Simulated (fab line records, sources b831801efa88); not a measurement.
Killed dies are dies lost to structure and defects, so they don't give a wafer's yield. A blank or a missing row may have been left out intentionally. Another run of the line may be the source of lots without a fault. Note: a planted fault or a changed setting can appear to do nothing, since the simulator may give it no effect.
fab line records	flow sky130
[record] lots = 13	wafers = 39	last-day = 50
route steps=708 shown CONTACT@420 METAL1@438 PAD_OPEN@708
lots that met no fault: taken from a fault-free run of the same line
start-h: hours from the record's first day to the start of the lot's first wafer shown	wait-h: hours elapsed since this lot's preceding step	" same as the row above	L1.1+2: a row that stands for several wafers	- either no value or no given start	* or withheld: withheld	< > ~ a bound
route shown NAME@n: NAME is a module with steps in the file, n the number in the route of the first one	usual: mean/standard deviation of fault-free wafers	same: alike in all rows	chamber/n: place in a boat	sites: each site's reading	_std_site: how widely they spread, as a standard deviation	_edge_site: outer sites' mean less inner sites'	radius-mm: for every site, how far away it sits from the centre of the wafer	mask NAME#n: copy n	behind: the most recent tool/chamber to have shaped the wafer	hold: reason for holding the lot/hours on hold/outcome of the hold	device: transistor that didn't switch, given as n, p or np	end of line: the same wafers' tests at the end of the route	for a step that has no rows: nothing shown but its recipe	killed: at the first sort, the dies lost to defects and structure; wafer yield is something else	map: per-die view of a wafer (x killed, . not killed, _ where there is no die)
set.NAME: the setting as run; set.NAME@STEP: as run at that earlier step	model.NAME: the simulator's own value behind a step, which no gauge read
a sample of lots followed through the steps of the route, with each step as a table and each wafer as a row
services: a tool's chamber out of use, with start hour (start-h, from the record's first day; less than 0 if before it), hours out, and reason
[[steps]]
[step SKY_CONTACT_CD_MEAS_14]
[recipe] target-cd-nm = 170
[usual] cd-nm = 169.9/1.3
lot.wafer	tool	chamber	start-h	wait-h	cd-nm
L162.2	cd-sem-01	-	741.08	-	169.5
L162.5	"	-	"	"	170.2
L162.6	"	-	"	"	168.9
L164.3	cd-sem-02	-	759.90	-	167.9
L164.4	"	-	"	"	167.8
L164.6	"	-	"	"	167.5
L165.2	cd-sem-01	-	766.85	-	170.5
L165.3	"	-	"	"	170.4
L165.6	"	-	"	"	169.0
L167.2	cd-sem-01	-	771.60	-	170.1
L167.5	"	-	"	"	169.7
L167.6	"	-	"	"	169.5
L169.3	cd-sem-01	-	793.85	-	170.0
L169.4	"	-	"	"	170.9
L169.6	"	-	"	"	171.3
L171.1	cd-sem-02	-	800.46	-	169.2
L171.3	"	-	"	"	169.1
L171.5	"	-	"	"	170.5
L172.2	cd-sem-02	-	812.23	-	171.4
L172.4	"	-	"	"	170.1
L172.6	"	-	"	"	171.6
L175.3	cd-sem-01	-	836.05	-	170.7
L175.4	"	-	"	"	170.6
L175.5	"	-	"	"	171.6
L179.1	cd-sem-02	-	862.01	-	167.7
L179.3	"	-	"	"	169.8
L179.6	"	-	"	"	169.8
L180.1	cd-sem-02	-	880.81	-	167.5
L180.2	"	-	"	"	167.5
L180.5	"	-	"	"	168.2
L182.1	cd-sem-02	-	887.86	-	172.2
L182.5	"	-	"	"	172.6
L182.6	"	-	"	"	173.2
L184.2	cd-sem-01	-	899.70	-	169.2
L184.4	"	-	"	"	169.2
L184.5	"	-	"	"	170.5
L185.1	cd-sem-02	-	907.61	-	168.9
L185.5	"	-	"	"	168.0
L185.6	"	-	"	"	169.8
[step SKY_CONTACT_RS_MEAS_25]
[recipe] thk-meas-gauge = four-point-probe	reads = W_of_CONTACT_CVD_24+TiN_of_CONTACT_SPUTTER_23
[usual] CONTACT_W_RS = 0.338/0.0058
lot.wafer	tool	chamber	start-h	wait-h	CONTACT_W_RS[ohm/sq]
L162.2	film-metro-02	-	742.13	0.1	0.350
L162.5	"	-	"	"	0.333
L162.6	"	-	"	"	0.343
L164.3	film-metro-02	-	761.03	0.1	0.337
L164.4	"	-	"	"	0.339
L164.6	"	-	"	"	0.337
L165.2	film-metro-01	-	767.95	0.1	0.336
L165.3	"	-	"	"	0.333
L165.6	"	-	"	"	0.339
L167.2	film-metro-01	-	772.65	0.1	0.341
L167.5	"	-	"	"	0.344
L167.6	"	-	"	"	0.333
L169.3	film-metro-01	-	794.95	0.1	0.327
L169.4	"	-	"	"	0.344
L169.6	"	-	"	"	0.326
L171.1	film-metro-01	-	801.54	0.1	0.346
L171.3	"	-	"	"	0.342
L171.5	"	-	"	"	0.330
L172.2	film-metro-03	-	813.29	0.1	0.339
L172.4	"	-	"	"	0.334
L172.6	"	-	"	"	0.334
L175.3	film-metro-02	-	837.11	0.1	0.342
L175.4	"	-	"	"	0.336
L175.5	"	-	"	"	0.341
L179.1	film-metro-03	-	863.06	0.1	0.342
L179.3	"	-	"	"	0.335
L179.6	"	-	"	"	0.341
L180.1	film-metro-02	-	881.97	0.2	0.335
L180.2	"	-	"	"	0.337
L180.5	"	-	"	"	0.339
L182.1	film-metro-01	-	888.95	0.1	0.345
L182.5	"	-	"	"	0.343
L182.6	"	-	"	"	0.335
L184.2	film-metro-01	-	900.75	0.1	0.333
L184.4	"	-	"	"	0.345
L184.5	"	-	"	"	0.333
L185.1	film-metro-02	-	908.66	0.1	0.346
L185.5	"	-	"	"	0.344
L185.6	"	-	"	"	0.332
[step SKY_METAL1_SPUTTER_04]
[recipe] material = TiN	target-thk-nm = 70	power-w = 6500	time-s = 58.3	chamber-pressure-pa = 0.4
[usual] throttle-valve-pct = 29.7/0.88
[same] time-s = 58.3
lot.wafer	tool	chamber	start-h	wait-h	throttle-valve-pct
L162.2	pvd-sputter-02	-	742.68	0.0	29.2
L162.5	"	-	"	"	29.1
L162.6	"	-	"	"	29.5
L164.3	pvd-sputter-03	-	761.56	0.0	30.2
L164.4	"	-	"	"	28.9
L164.6	"	-	"	"	28.8
L165.2	pvd-sputter-03	-	768.50	0.0	28.9
L165.3	"	-	"	"	30.6
L165.6	"	-	"	"	30.3
L167.2	pvd-sputter-04	-	773.21	0.0	27.4
L167.5	"	-	"	"	30.6
L167.6	"	-	"	"	27.3
L169.3	pvd-sputter-03	-	795.48	0.0	28.8
L169.4	"	-	"	"	30.8
L169.6	"	-	"	"	29.5
L171.1	pvd-sputter-03	-	802.11	0.0	29.5
L171.3	"	-	"	"	30.6
L171.5	"	-	"	"	29.0
L172.2	pvd-sputter-03	-	813.84	0.0	30.4
L172.4	"	-	"	"	29.5
L172.6	"	-	"	"	29.5
L175.3	pvd-sputter-04	-	837.64	0.0	30.3
L175.4	"	-	"	"	27.5
L175.5	"	-	"	"	27.5
L179.1	pvd-sputter-02	-	863.63	0.0	29.6
L179.3	"	-	"	"	29.5
L179.6	"	-	"	"	29.3
L180.1	pvd-sputter-03	-	882.54	0.0	30.5
L180.2	"	-	"	"	30.3
L180.5	"	-	"	"	29.2
L182.1	pvd-sputter-03	-	889.52	0.0	30.8
L182.5	"	-	"	"	30.7
L182.6	"	-	"	"	28.9
L184.2	pvd-sputter-02	-	901.30	0.0	28.8
L184.4	"	-	"	"	29.5
L184.5	"	-	"	"	29.1
L185.1	pvd-sputter-04	-	909.23	0.0	27.3
L185.5	"	-	"	"	30.6
L185.6	"	-	"	"	31.2
[step SKY_METAL1_DEVELOP_14]
[recipe] develop-time-s = 60	resist = KrF-thick	dev-temp-c = 21
[usual] developer-temp-C = 20.96/0.1
lot.wafer	tool	chamber	start-h	wait-h	developer-temp-C
L162.2	litho-track-04	0	769	-	20.93
L162.5	"	0	770	-	20.96
L162.6	"	0	"	"	20.87
L164.3	litho-track-04	0	788	-	20.86
L164.4	"	0	"	"	20.86
L164.6	"	0	"	"	20.93
L165.2	litho-track-01	0	794	-	21.09
L165.3	"	0	"	"	20.97
L165.6	"	0	"	"	21.09
L167.2	litho-track-03	0	799	-	21.01
L167.5	"	0	"	"	20.98
L167.6	"	0	"	"	20.82
L169.3	litho-track-03	0	821	-	20.99
L169.4	"	0	"	"	21.15
L169.6	"	0	822	-	21.00
L171.1	litho-track-03	0	828	-	20.86
L171.3	"	0	"	"	20.84
L171.5	"	0	"	"	21.04
L172.2	litho-track-03	0	839	-	20.25
L172.4	"	0	"	"	20.45
L172.6	"	0	"	"	20.26
L175.3	litho-track-03	0	863	-	20.46
L175.4	"	0	"	"	20.16
L175.5	"	0	"	"	20.23
L179.1	litho-track-01	0	889	-	20.81
L179.3	"	0	"	"	21.02
L179.6	"	0	"	"	20.89
L180.1	litho-track-01	0	907	-	21.06
L180.2	"	0	"	"	20.98
L180.5	"	0	"	"	20.98
L182.1	litho-track-04	0	914	-	20.80
L182.5	"	0	"	"	20.94
L182.6	"	0	"	"	20.96
L184.2	litho-track-04	0	926	-	21.07
L184.4	"	0	"	"	20.95
L184.5	"	0	"	"	21.04
L185.1	litho-track-04	0	934	-	21.09
L185.5	"	0	"	"	21.14
L185.6	"	0	"	"	21.25
[step SKY_PAD_OPEN_PROBE_99]
[usual] defect-limited-yield = 82.4/1.8	killed_at_M0_to_M3 = 44/6	killed_at_M4_up = 2.9/1.5	killed-at-contacts = 24/4.9	killed-at-front-end = 16/4.3	killed-at-other = 0.3/0.54	killed-dies = 87/8.7	killed-on-rim = 17/3.6	killed-open = 48/6.7	killed-short = 39/5.9	sort_bin_3_pad_short = 0.9/0.4	sort_bin_5_function = 10.5/1.5	sort_bin_6_memory = 6.2/1.1	sort-n-pass = 405/8.7	sort-yield-pct = 82.4/1.8
[same] gross-dies = 492	killed-at-back-side = 0	sort_bin_4_leakage[%] = 0	sort_bin_8_speed[%] = 0
lot.wafer	tool	chamber	start-h	wait-h	defect-limited-yield[%]	killed_at_M0_to_M3	killed_at_M4_up	killed-at-contacts	killed-at-front-end	killed-at-other	killed-dies	killed-on-rim	killed-open	killed-short	sort_bin_3_pad_short[%]	sort_bin_5_function[%]	sort_bin_6_memory[%]	sort-n-pass	sort-yield-pct[%]
L162.2	prober-02	-	1081.68	0.1	80.7	45	3	22	25	0	95	24	57	38	0.8	11.4	7.1	397	80.7
L162.5	prober-02	-	1081.83	0.2	80.5	53	3	18	22	0	96	19	55	41	0.6	11.8	7.1	396	80.5
L162.6	prober-02	-	1081.88	0.2	81.7	43	4	23	20	0	90	16	47	43	1.2	10.4	6.7	402	81.7
L164.3	prober-01	-	1095.58	0.2	82.1	43	6	24	15	0	88	17	39	49	1.0	10.2	6.7	404	82.1
L164.4	prober-01	-	1095.63	0.2	84.1	39	2	23	14	0	78	16	37	41	0.4	11.6	3.9	414	84.1
L164.6	prober-01	-	1095.73	0.2	84.6	39	5	19	12	1	76	18	43	32	0.6	9.6	5.3	416	84.6
L165.2	prober-02	-	1101.98	0.1	81.1	43	4	32	14	0	93	19	53	40	1.4	10.6	6.9	399	81.1
L165.3	prober-02	-	1102.03	0.2	81.7	47	4	24	14	1	90	18	43	47	0.6	11.2	6.5	402	81.7
L165.6	prober-02	-	1102.18	0.2	83.5	36	2	26	17	0	81	21	46	35	0.2	9.6	6.7	411	83.5
L167.2	prober-02	-	1103.48	0.1	81.9	52	1	21	15	0	89	18	57	32	1.2	11.6	5.3	403	81.9
L167.5	prober-02	-	1103.63	0.2	83.3	42	6	18	16	0	82	14	40	42	1.2	11.2	4.3	410	83.3
L167.6	prober-02	-	1103.68	0.2	83.7	35	5	22	18	0	80	18	46	34	0.2	11.4	4.7	412	83.7
L169.3	prober-01	-	1120.30	0.2	81.3	47	6	18	21	0	92	22	53	38	1.0	10.0	7.7	400	81.3
L169.4	prober-01	-	1120.35	0.2	84.3	38	3	23	13	0	77	15	47	29	0	12.0	3.7	415	84.3
L169.6	prober-01	-	1120.45	0.2	82.5	46	3	19	18	0	86	9	47	39	0.2	10.2	7.1	406	82.5
L171.1	prober-01	-	1127.01	0.1	82.7	37	2	21	24	1	85	17	51	34	0.4	12.0	4.9	407	82.7
L171.3	prober-01	-	1127.11	0.2	83.5	38	1	23	19	0	81	11	46	35	1.4	7.1	7.9	411	83.5
L171.5	prober-01	-	1127.21	0.2	84.6	35	0	24	17	0	76	15	44	32	1.2	8.5	5.7	416	84.6
L172.2	prober-02	-	1135.50	0.1	83.3	44	2	22	14	0	82	14	42	39	0.8	11.0	4.9	410	83.3
L172.4	prober-02	-	1135.60	0.2	82.5	44	4	22	16	0	86	18	48	38	1.4	9.8	6.3	406	82.5
L172.6	prober-02	-	1135.70	0.2	81.9	51	2	19	17	0	89	21	50	39	0.4	9.8	7.9	403	81.9
L175.3	prober-01	-	1152.27	0.2	83.7	35	1	25	18	1	80	12	43	37	1.2	8.7	6.3	412	83.7
L175.4	prober-01	-	1152.32	0.2	81.5	51	5	18	17	0	91	19	55	36	1.0	12.2	5.3	401	81.5
L175.5	prober-01	-	1152.37	0.2	81.9	50	3	21	15	0	89	14	46	43	0.8	11.6	5.7	403	81.9
L179.1	prober-01	-	1169.02	0.1	82.1	55	3	18	12	0	88	18	52	36	0.2	10.8	6.9	404	82.1
L179.3	prober-01	-	1169.12	0.2	81.3	46	5	28	13	0	92	14	50	41	1.2	11.2	6.3	400	81.3
L179.6	prober-01	-	1169.27	0.2	82.5	51	3	21	11	0	86	19	46	40	0.4	10.2	6.9	406	82.5
L180.1	prober-02	-	1181.08	0.1	83.5	39	2	22	17	1	81	15	43	36	1.2	10.4	4.9	411	83.5
L180.2	prober-02	-	1181.13	0.1	82.1	43	2	28	13	2	88	22	50	36	0.6	8.7	8.5	404	82.1
L180.5	prober-02	-	1181.28	0.2	80.7	43	3	32	16	1	95	16	51	43	1.0	13.2	5.1	397	80.7
L182.1	prober-02	-	1187.38	0.1	81.7	50	0	23	17	0	90	15	55	35	1.2	11.4	5.7	402	81.7
L182.5	prober-02	-	1187.58	0.2	77.4	48	2	35	26	0	111	17	55	54	0.8	12.4	9.3	381	77.4
L182.6	prober-02	-	1187.63	0.2	82.1	41	2	29	16	0	88	21	48	40	0.8	11.0	6.1	404	82.1
L184.2	prober-02	-	1193.60	0.1	83.7	35	1	27	17	0	80	13	41	39	0.8	8.9	6.5	412	83.7
L184.4	prober-02	-	1193.70	0.2	86.0	38	1	12	17	1	69	15	43	26	1.6	7.9	4.5	423	86.0
L184.5	prober-02	-	1193.75	0.2	83.1	36	4	29	13	1	83	16	57	26	0.4	9.8	6.7	409	83.1
L185.1	prober-01	-	1198.35	0.1	81.9	39	3	31	16	0	89	19	48	40	0.8	11.4	5.9	403	81.9
L185.5	prober-01	-	1198.55	0.2	84.1	38	2	21	16	1	78	17	37	40	1.0	10.0	4.9	414	84.1
L185.6	prober-01	-	1198.60	0.2	79.7	60	0	31	9	0	100	23	55	45	1.6	13.0	5.7	392	79.7
// killed by level:class
L162.2 VIA1:geometric-particle:open=12 CONTACT:geometric-particle:open=10 LI_CONTACT:geometric-particle:open=7 VIA1:geometric-particle:short=7 METAL1:geometric-particle:short=6 FIELD_ISO:geometric-particle:open=5 POLY_GATE:geometric-particle:short=5 POLY_GATE:geometric-particle:open=5
L162.5 VIA1:geometric-particle:open=15 VIA2:geometric-particle:open=9 CONTACT:geometric-particle:open=8 METAL2:geometric-particle:short=8 POLY_GATE:geometric-particle:short=7 VIA1:geometric-particle:short=6 VIA3:geometric-particle:open=5 FIELD_ISO:geometric-particle:open=4
L162.6 CONTACT:geometric-particle:open=9 VIA1:geometric-particle:short=7 VIA2:geometric-particle:open=6 VIA1:geometric-particle:open=6 FIELD_ISO:geometric-particle:open=5 POLY_GATE:geometric-particle:open=5 METAL1:geometric-particle:short=5 VIA3:geometric-particle:open=5
L164.3 CONTACT:geometric-particle:open=7 LI_CONTACT:geometric-particle:open=6 METAL1:geometric-particle:short=6 VIA1:geometric-particle:open=6 METAL4:geometric-particle:short=6 VIA3:geometric-particle:open=6 CONTACT:geometric-particle:short=5 METAL2:geometric-particle:short=5
L164.4 VIA2:geometric-particle:open=9 VIA1:geometric-particle:open=7 CONTACT:geometric-particle:short=6 FIELD_ISO:geometric-particle:short=5 VIA2:geometric-particle:short=5 LI_CONTACT:geometric-particle:open=5 CONTACT:geometric-particle:open=5 LOCAL_INTERCONNECT:geometric-particle:short=4
L164.6 LI_CONTACT:geometric-particle:open=8 VIA1:geometric-particle:open=8 VIA3:geometric-particle:open=7 VIA1:geometric-particle:short=6 VIA2:geometric-particle:open=6 METAL4:geometric-particle:short=4 CONTACT:geometric-particle:open=4 METAL1:geometric-particle:short=4
L165.2 CONTACT:geometric-particle:open=11 VIA2:geometric-particle:open=10 LI_CONTACT:geometric-particle:open=9 VIA1:geometric-particle:open=8 LOCAL_INTERCONNECT:geometric-particle:short=7 VIA3:geometric-particle:open=6 FIELD_ISO:geometric-particle:short=5 METAL3:geometric-particle:short=5
L165.3 CONTACT:geometric-particle:short=10 VIA3:geometric-particle:open=10 POLY_GATE:geometric-particle:open=7 VIA2:geometric-particle:open=7 LOCAL_INTERCONNECT:geometric-particle:short=6 VIA2:geometric-particle:short=5 METAL2:geometric-particle:short=5 CONTACT:geometric-particle:open=4
L165.6 CONTACT:geometric-particle:open=9 VIA1:geometric-particle:open=9 FIELD_ISO:geometric-particle:short=6 METAL2:geometric-particle:short=6 VIA3:geometric-particle:open=6 CONTACT:geometric-particle:short=5 LI_CONTACT:geometric-particle:open=5 POLY_GATE:geometric-particle:open=5
L167.2 VIA1:geometric-particle:open=17 LI_CONTACT:geometric-particle:open=8 CONTACT:geometric-particle:open=8 VIA3:geometric-particle:short=8 METAL1:geometric-particle:short=7 POLY_GATE:geometric-particle:open=6 VIA3:geometric-particle:open=5 VIA2:geometric-particle:open=4
L167.5 METAL1:geometric-particle:short=9 LI_CONTACT:geometric-particle:open=8 VIA1:geometric-particle:open=7 VIA2:geometric-particle:open=6 FIELD_ISO:geometric-particle:short=5 VIA2:geometric-particle:short=5 CONTACT:geometric-particle:open=5 METAL2:geometric-particle:short=5
L167.6 CONTACT:geometric-particle:open=8 METAL1:geometric-particle:short=7 VIA1:geometric-particle:open=7 FIELD_ISO:geometric-particle:open=6 LI_CONTACT:geometric-particle:open=6 METAL2:geometric-particle:short=5 VIA3:geometric-particle:open=5 CONTACT:geometric-particle:short=4
L169.3 VIA1:geometric-particle:open=11 VIA2:geometric-particle:open=8 CONTACT:geometric-particle:open=7 POLY_GATE:geometric-particle:short=6 VIA3:geometric-particle:open=6 VIA1:geometric-particle:short=6 FIELD_ISO:geometric-particle:open=5 LI_CONTACT:geometric-particle:open=5
L169.4 VIA1:geometric-particle:open=15 CONTACT:geometric-particle:open=12 LI_CONTACT:geometric-particle:open=5 VIA1:geometric-particle:short=5 METAL3:geometric-particle:short=4 FIELD_ISO:geometric-particle:short=3 CONTACT:geometric-particle:short=3 VIA2:geometric-particle:short=3
L169.6 VIA1:geometric-particle:open=13 VIA2:geometric-particle:open=8 CONTACT:geometric-particle:short=7 CONTACT:geometric-particle:open=6 POLY_GATE:geometric-particle:short=6 VIA1:geometric-particle:short=5 LI_CONTACT:geometric-particle:open=4 METAL2:geometric-particle:short=4
L171.1 CONTACT:geometric-particle:open=11 VIA1:geometric-particle:open=9 METAL2:geometric-particle:short=7 FIELD_ISO:geometric-particle:open=6 LI_CONTACT:geometric-particle:open=6 VIA3:geometric-particle:open=5 VIA2:geometric-particle:open=5 FIELD_ISO:geometric-particle:short=4
L171.3 VIA3:geometric-particle:open=9 VIA1:geometric-particle:short=6 LI_CONTACT:geometric-particle:open=6 CONTACT:geometric-particle:short=6 VIA1:geometric-particle:open=6 POLY_GATE:geometric-particle:open=5 CONTACT:geometric-particle:open=5 VIA2:geometric-particle:open=4
L171.5 VIA1:geometric-particle:open=11 CONTACT:geometric-particle:open=7 FIELD_ISO:geometric-particle:open=6 CONTACT:geometric-particle:short=6 METAL2:geometric-particle:short=6 VIA2:geometric-particle:open=6 POLY_GATE:geometric-particle:short=5 LOCAL_INTERCONNECT:geometric-particle:short=5
L172.2 LI_CONTACT:geometric-particle:open=11 VIA1:geometric-particle:open=11 VIA1:geometric-particle:short=6 METAL1:geometric-particle:short=6 POLY_GATE:geometric-particle:short=5 METAL2:geometric-particle:short=5 VIA3:geometric-particle:open=5 CONTACT:geometric-particle:open=4
L172.4 VIA1:geometric-particle:open=14 LOCAL_INTERCONNECT:geometric-particle:short=7 VIA3:geometric-particle:open=7 POLY_GATE:geometric-particle:open=5 CONTACT:geometric-particle:open=5 METAL2:geometric-particle:short=5 VIA2:geometric-particle:open=5 LI_CONTACT:geometric-particle:open=4
L172.6 VIA2:geometric-particle:open=11 VIA1:geometric-particle:open=10 LI_CONTACT:geometric-particle:open=8 VIA1:geometric-particle:short=8 POLY_GATE:geometric-particle:open=6 METAL2:geometric-particle:short=5 VIA3:geometric-particle:open=5 FIELD_ISO:geometric-particle:open=4
L175.3 VIA1:geometric-particle:open=9 LI_CONTACT:geometric-particle:open=8 LOCAL_INTERCONNECT:geometric-particle:short=8 VIA3:geometric-particle:open=7 FIELD_ISO:geometric-particle:short=5 CONTACT:geometric-particle:open=5 CONTACT:geometric-particle:short=4 VIA2:geometric-particle:open=4
L175.4 VIA3:geometric-particle:open=12 VIA1:geometric-particle:open=10 LI_CONTACT:geometric-particle:open=7 VIA2:geometric-particle:open=6 CONTACT:geometric-particle:open=6 FIELD_ISO:geometric-particle:open=5 METAL3:geometric-particle:short=5 METAL4:geometric-particle:short=5
L175.5 VIA1:geometric-particle:open=16 VIA2:geometric-particle:short=7 POLY_GATE:geometric-particle:open=6 LI_CONTACT:geometric-particle:open=6 CONTACT:geometric-particle:short=6 VIA1:geometric-particle:short=6 METAL2:geometric-particle:short=5 VIA2:geometric-particle:open=5
L179.1 CONTACT:geometric-particle:open=12 VIA1:geometric-particle:open=12 VIA2:geometric-particle:open=8 VIA2:geometric-particle:short=7 VIA3:geometric-particle:open=7 METAL2:geometric-particle:short=5 VIA1:geometric-particle:short=4 METAL2:geometric-particle:open=4
L179.3 VIA2:geometric-particle:open=11 VIA1:geometric-particle:open=10 LI_CONTACT:geometric-particle:open=7 CONTACT:geometric-particle:open=7 VIA3:geometric-particle:open=7 CONTACT:geometric-particle:short=6 METAL2:geometric-particle:short=5 METAL4:geometric-particle:short=5
L179.6 VIA2:geometric-particle:open=12 VIA1:geometric-particle:open=10 METAL1:geometric-particle:short=8 LI_CONTACT:geometric-particle:open=7 METAL2:geometric-particle:short=6 LOCAL_INTERCONNECT:geometric-particle:short=4 CONTACT:geometric-particle:open=4 VIA3:geometric-particle:open=4
L180.1 VIA2:geometric-particle:open=9 LI_CONTACT:geometric-particle:open=8 VIA1:geometric-particle:open=7 POLY_GATE:geometric-particle:short=5 CONTACT:geometric-particle:short=5 METAL1:geometric-particle:short=5 VIA3:geometric-particle:open=4 LOCAL_INTERCONNECT:geometric-particle:short=4
L180.2 CONTACT:geometric-particle:open=13 VIA1:geometric-particle:open=7 METAL2:geometric-particle:short=7 VIA2:geometric-particle:open=7 VIA2:geometric-particle:short=6 VIA3:geometric-particle:open=5 LI_CONTACT:geometric-particle:open=5 CONTACT:geometric-particle:short=5
L180.5 CONTACT:geometric-particle:open=15 VIA1:geometric-particle:short=9 VIA2:geometric-particle:open=7 LI_CONTACT:geometric-particle:open=7 CONTACT:geometric-particle:short=5 METAL1:geometric-particle:short=5 VIA1:geometric-particle:open=5 METAL2:geometric-particle:short=4
L182.1 VIA1:geometric-particle:open=11 LI_CONTACT:geometric-particle:open=10 FIELD_ISO:geometric-particle:open=9 VIA3:geometric-particle:open=8 METAL2:geometric-particle:short=7 METAL1:geometric-particle:short=6 CONTACT:geometric-particle:open=5 VIA2:geometric-particle:open=5
L182.5 LI_CONTACT:geometric-particle:open=9 METAL1:geometric-particle:short=9 VIA1:geometric-particle:open=9 CONTACT:geometric-particle:short=8 FIELD_ISO:geometric-particle:open=7 POLY_GATE:geometric-particle:open=7 POLY_GATE:geometric-particle:short=7 CONTACT:geometric-particle:open=7
L182.6 CONTACT:geometric-particle:open=19 VIA2:geometric-particle:open=9 VIA1:geometric-particle:open=6 METAL1:geometric-particle:short=6 POLY_GATE:geometric-particle:short=5 CONTACT:geometric-particle:short=5 FIELD_ISO:geometric-particle:short=4 VIA2:geometric-particle:short=4
L184.2 POLY_GATE:geometric-particle:short=8 CONTACT:geometric-particle:open=8 LI_CONTACT:geometric-particle:open=7 VIA2:geometric-particle:open=7 VIA1:geometric-particle:short=6 METAL1:geometric-particle:short=6 FIELD_ISO:geometric-particle:open=5 VIA1:geometric-particle:open=5
L184.4 VIA3:geometric-particle:open=9 VIA2:geometric-particle:open=8 VIA1:geometric-particle:open=8 FIELD_ISO:geometric-particle:short=4 CONTACT:geometric-particle:short=4 CONTACT:geometric-particle:open=4 METAL1:geometric-particle:short=4 FIELD_ISO:geometric-particle:open=3
L184.5 VIA1:geometric-particle:open=9 LI_CONTACT:geometric-particle:open=8 CONTACT:geometric-particle:open=8 VIA3:geometric-particle:open=8 POLY_GATE:geometric-particle:open=7 VIA2:geometric-particle:open=7 LOCAL_INTERCONNECT:geometric-particle:short=5 LI_CONTACT:geometric-particle:short=3
L185.1 CONTACT:geometric-particle:open=11 LI_CONTACT:geometric-particle:open=9 VIA1:geometric-particle:open=9 LOCAL_INTERCONNECT:geometric-particle:short=7 FIELD_ISO:geometric-particle:open=6 VIA3:geometric-particle:open=6 METAL1:geometric-particle:short=6 VIA2:geometric-particle:short=5
L185.5 VIA1:geometric-particle:open=11 LI_CONTACT:geometric-particle:open=9 FIELD_ISO:geometric-particle:short=7 CONTACT:geometric-particle:short=6 VIA3:geometric-particle:open=5 POLY_GATE:geometric-particle:short=4 METAL1:geometric-particle:short=4 VIA1:geometric-particle:short=4
L185.6 CONTACT:geometric-particle:open=14 VIA1:geometric-particle:open=12 VIA3:geometric-particle:open=11 METAL1:geometric-particle:short=8 LI_CONTACT:geometric-particle:open=7 METAL2:geometric-particle:short=7 VIA1:geometric-particle:short=6 CONTACT:geometric-particle:short=6
[[services]]
tool	chamber	start-h	hours	kind
pvd-sputter-02	-	733.77	2.1	repair
pvd-sputter-03	-	758.04	2.7	repair
pvd-sputter-04	-	843.99	1.3	repair
pvd-sputter-02	-	868.80	0.9	repair
pvd-sputter-02	-	924.87	1.9	repair
[[key]]
[first-sign] step = SKY_METAL1_DEVELOP_14	reading = developer-temp-C	direction = down	sigmas = 6.4	usual = *	struck = *
effect none on later readings
met-at SKY_METAL1_DEVELOP_14
struck-lots L172,L175
[loop-trim] step = SKY_METAL1_EXPOSE_12	setting = dose	lots = L175
not-acting-at SKY_CONTACT_CD_MEAS_14,SKY_CONTACT_RS_MEAS_25,SKY_METAL1_SPUTTER_04
onset-between 828 839
[fault] kind = process-parameter-drift	tool = litho-track-03	chamber = -	onset-h = 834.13	steps = SKY_METAL1_DEVELOP_14	channel = dev-temp-c	offset = *	shape = step	end-h = 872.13	acts-in = *	stated = *
// loop-trim: a control loop set the setting to another value than it would have without faults
